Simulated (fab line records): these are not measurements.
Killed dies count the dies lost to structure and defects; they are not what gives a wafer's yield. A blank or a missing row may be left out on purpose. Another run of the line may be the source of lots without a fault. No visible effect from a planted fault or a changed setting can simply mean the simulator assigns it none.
Chamber matching    flow sky130    SKY_VIA2_CMP_24 on cmp-02 has 3 sister chambers
The step polishes, stops on SiO2, t overpolish 20 s, target thk 0 nm. 16 wafers are shown with their chamber, then 7 later ones without.

== WAFERS, EACH WITH ITS CHAMBER ==
wafer   chamber  motor_current_A (A)  time_to_endpoint_s (s)  overpolish_run_s (s)
L823.2  3        11.6                 100                     19.996
L823.3  2        11.8                 105                     19.982
L823.4  0        12.3                 98                      20.016
L830.3  0        11.7                 95                      19.995
L830.4  2        11.2                 105                     20.007
L830.6  0        12.5                 98                      20.005
L831.2  0        12.9                 94                      20.004
L831.5  3        11.9                 97                      20.001
L831.6  2        11.3                 98                      19.993
L834.4  3        11.9                 94                      20.006
L834.5  3        11.9                 100                     19.999
L834.6  0        12.5                 95                      20.005
L837.4  2        10.8                 98                      19.994
L837.5  2        11.2                 98                      19.993
L837.6  3        11.6                 95                      20.008
L839.2  2        11.3                 102                     20.000

SIGNATURES (means of the wafers above)
reading             chamber 0  chamber 2  chamber 3  scatter within a chamber
motor_current_A     12.380     11.267     11.780     0.327
time_to_endpoint_s  96.00      101.00     97.20      2.84
overpolish_run_s    20.00500   19.99483   20.00200   0.00716
Rule: a wafer lies at a distance from a chamber equal to the root of the sum of squares, over the readings, of (its reading less the chamber's mean, divided by the reading's scatter). If the next closest chamber is less than 2 further off than the closest, the wafer can't be placed; otherwise it belongs to the closest. How the scatter is found: for the shown wafers, subtract from each reading the mean of its chamber, square and add these, divide the total by (wafers less chambers), then take the root.

== WAFERS WITHOUT THEIR CHAMBER ==
wafer   motor_current_A (A)  time_to_endpoint_s (s)  overpolish_run_s (s)
L839.3  11.8                 98                      19.992
L839.4  12.0                 91                      19.998
L840.1  11.8                 107                     20.000
L840.2  11.5                 110                     19.995
L840.5  11.0                 107                     20.002
L842.3  12.3                 95                      19.986
L842.4  10.8                 107                     20.016

== CHAMBER TAKEN BY EACH ==
wafer   from the rows above           in truth
L839.3  can't be placed: 3 or 2 or 0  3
L839.4  can't be placed: 0 or 3 or 2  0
L840.1  can't be placed: 2 or 3 or 0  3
L840.2  can't be placed: 2 or 3       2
L840.5  can't be placed: 2 or 3       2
L842.3  can't be placed: 0 or 3 or 2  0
L842.4  can't be placed: 2 or 3       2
Correct placement for 0 of the 7. These rows do not allow placing 7 (true chamber among the candidates in 7). Wrongly placed: 0.
